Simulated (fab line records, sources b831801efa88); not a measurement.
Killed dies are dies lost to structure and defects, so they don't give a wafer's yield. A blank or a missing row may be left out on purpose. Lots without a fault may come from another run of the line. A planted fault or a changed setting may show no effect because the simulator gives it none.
Split-lot experiment | flow gf180mcu | 5 lots, 23 wafers read, on a route of 602 steps

THE SPLIT
At GF_V2_CVD_23 (deposits W, target thk 350 nm, time 104.94 s), the setting pressure_torr was moved away from the recipe's 40 Torr on 15 of the 23 wafers read, by -12.0% to +10.1%. The other wafers ran this setting at the recipe's value.

The file shows no step between the split and the reading.

THE READING
V2_W_RS, in ohm/sq, at GF_V2_RS_MEAS_24 (measures by four-point-probe). Fault-free wafers of this fab line usually give 0.330 ohm/sq, standard deviation 0.0035 ohm/sq.

wafer  | tool, chamber at the split | pressure_torr as run, Torr | against the recipe | V2_W_RS, ohm/sq | against lot-mates on the recipe
L075.1 | cvd_w-01, 0                | 43.93                      | +9.8%              | 0.313           | no lot-mate on the recipe
L075.2 | cvd_w-01, 1                | 43.93                      | +9.8%              | 0.308           | no lot-mate on the recipe
L075.4 | cvd_w-01, 1                | 43.93                      | +9.8%              | 0.307           | no lot-mate on the recipe
L075.5 | cvd_w-01, 0                | 43.93                      | +9.8%              | 0.309           | no lot-mate on the recipe
L075.6 | cvd_w-01, 1                | 43.93                      | +9.8%              | 0.307           | no lot-mate on the recipe
L082.1 | cvd_w-01, 0                | 40                         | recipe             | 0.335           | -
L082.2 | cvd_w-01, 1                | 40                         | recipe             | 0.328           | -
L082.3 | cvd_w-01, 0                | 40                         | recipe             | 0.335           | -
L082.4 | cvd_w-01, 1                | 40                         | recipe             | 0.324           | -
L082.5 | cvd_w-01, 0                | 40                         | recipe             | 0.327           | -
L083.2 | cvd_w-01, 1                | 40                         | recipe             | 0.330           | -
L083.3 | cvd_w-01, 1                | 40                         | recipe             | 0.327           | -
L083.4 | cvd_w-01, 0                | 40                         | recipe             | 0.331           | -
L084.1 | cvd_w-01, 1                | 35.2                       | -12.0%             | 0.351           | no lot-mate on the recipe
L084.2 | cvd_w-01, 0                | 35.2                       | -12.0%             | 0.362           | no lot-mate on the recipe
L084.3 | cvd_w-01, 0                | 35.2                       | -12.0%             | 0.357           | no lot-mate on the recipe
L084.4 | cvd_w-01, 1                | 35.2                       | -12.0%             | 0.351           | no lot-mate on the recipe
L084.5 | cvd_w-01, 1                | 35.2                       | -12.0%             | 0.353           | no lot-mate on the recipe
L085.1 | cvd_w-01, 0                | 44.03                      | +10.1%             | 0.319           | no lot-mate on the recipe
L085.2 | cvd_w-01, 1                | 44.03                      | +10.1%             | 0.314           | no lot-mate on the recipe
L085.3 | cvd_w-01, 0                | 44.03                      | +10.1%             | 0.318           | no lot-mate on the recipe
L085.4 | cvd_w-01, 1                | 44.03                      | +10.1%             | 0.314           | no lot-mate on the recipe
L085.6 | cvd_w-01, 0                | 44.03                      | +10.1%             | 0.317           | no lot-mate on the recipe

THE FIT
A straight line over all 23 wafers: V2_W_RS changes by -0.0019 ohm/sq for each +1% of pressure_torr; r = -0.97; the points scatter about the line by 0.0045 ohm/sq.
Too few moved wafers have a lot-mate on the recipe to fit a line with each lot's own level taken away.

THE WHOLE CHAIN: every reading that the file lists as answering this split, in the file's order
step             | what it does                                 | reading                                                                | change (the file's fit)              | r (the file's)
GF_V2_CVD_23     | deposits W, target thk 350 nm, time 104.94 s | W_of_V2_CVD_23.thk_nm (the simulator's own value, which no gauge read) | +1.95 nm for each +1% of the setting | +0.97
GF_V2_RS_MEAS_24 | measures by four-point-probe                 | V2_W_RS                                                                | -0.00191 for each +1% of the setting | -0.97

THE FILE'S OWN FIT
V2_W_RS changes by -0.00191 ohm/sq for each +1% of pressure_torr, r = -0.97.
